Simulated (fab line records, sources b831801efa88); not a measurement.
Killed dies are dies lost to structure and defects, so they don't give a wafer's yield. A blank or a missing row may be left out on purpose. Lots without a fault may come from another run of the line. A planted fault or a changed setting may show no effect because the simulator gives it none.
Problem report in the 8D (eight disciplines) form, filled by code | flow sky130 | the parts of the form that need people (team, actions taken, sign-off) are left out

1. THE PROBLEM
spin_speed_rpm at SKY_LDD_HVP_COAT_02 reads a mean of 2950.0 rpm on 6 wafers of 2 lots; wafers without a fault read 2999.7 rpm with a standard deviation of 2.3. That is -22 standard deviations from the usual mean.
The step: resist thk 300 nm.
First seen on wafer L170.1, day 25 11:58, on litho_track-03. The record holds 36 wafers of 12 lots with a number at this step. Rule for "out", or "out of limits": more than 4 standard deviations from the usual mean. The other wafers with a number count as sound.

2. WHAT IT IS AND WHAT IT IS NOT
question                    | is                     | is not
which readings at this step | spin_speed_rpm         | -
which lots                  | L170, L171             | L159, L160, L161, L165, L172, L175, L176, L179, L181, L182
which wafers of those lots  | all that have a number | -
read on which tools         | litho_track-03         | litho_track-01, litho_track-04
when                        | from day 25 11:58      | up to then (12 sound wafers); but 18 sound wafers of L172, L175, L176, L179, L181, L182 came after

3. SUSPECTS, AND WHAT RULES EACH OUT
Counting: a tool at a process step up to the reading stays a suspect if it ran every lot that is out and no sound lot after the first of them.
- litho_track-03 at SKY_LDD_HVP_COAT_02 (resist thk 300 nm): kept. It ran every lot that is out, first L170 (day 25 11:58), and no sound lot after that; its last sound lot up to then is L161 (day 21 20:26). Its own readings are out on those wafers: spin_speed_rpm.
Left after counting: litho_track-03 at SKY_LDD_HVP_COAT_02.

4. THE CAUSE (what the simulator had put in)
Process parameter drift: litho_track-03, from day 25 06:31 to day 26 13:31, at SKY_LDD_HVP_COAT_02. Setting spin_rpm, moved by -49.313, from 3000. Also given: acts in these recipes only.
Counting left only this tool.

5. THE CHAIN OF EFFECTS, in route order
Each row: a reading whose mean over the struck wafers that have a number lies more than 3 standard deviations from the usual. Only readings for which the record gives a usual standard deviation are gone through. hours: the time from each lot's start at the first step in this table that gives one to its start at this step, as a median over the lots. sigmas: the change in usual standard deviations.
hours | step                | reading        | usual      | on struck wafers | change | sigmas
0     | SKY_LDD_HVP_COAT_02 | spin_speed_rpm | 2999.7 rpm | 2950.0           | -49.7  | -22
The process steps in it:
- SKY_LDD_HVP_COAT_02: resist thk 300 nm.

6. WHAT WOULD HAVE CAUGHT IT SOONER
In this record the first reading out of limits was taken at day 25 11:58, 5 hours after the fault began at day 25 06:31.
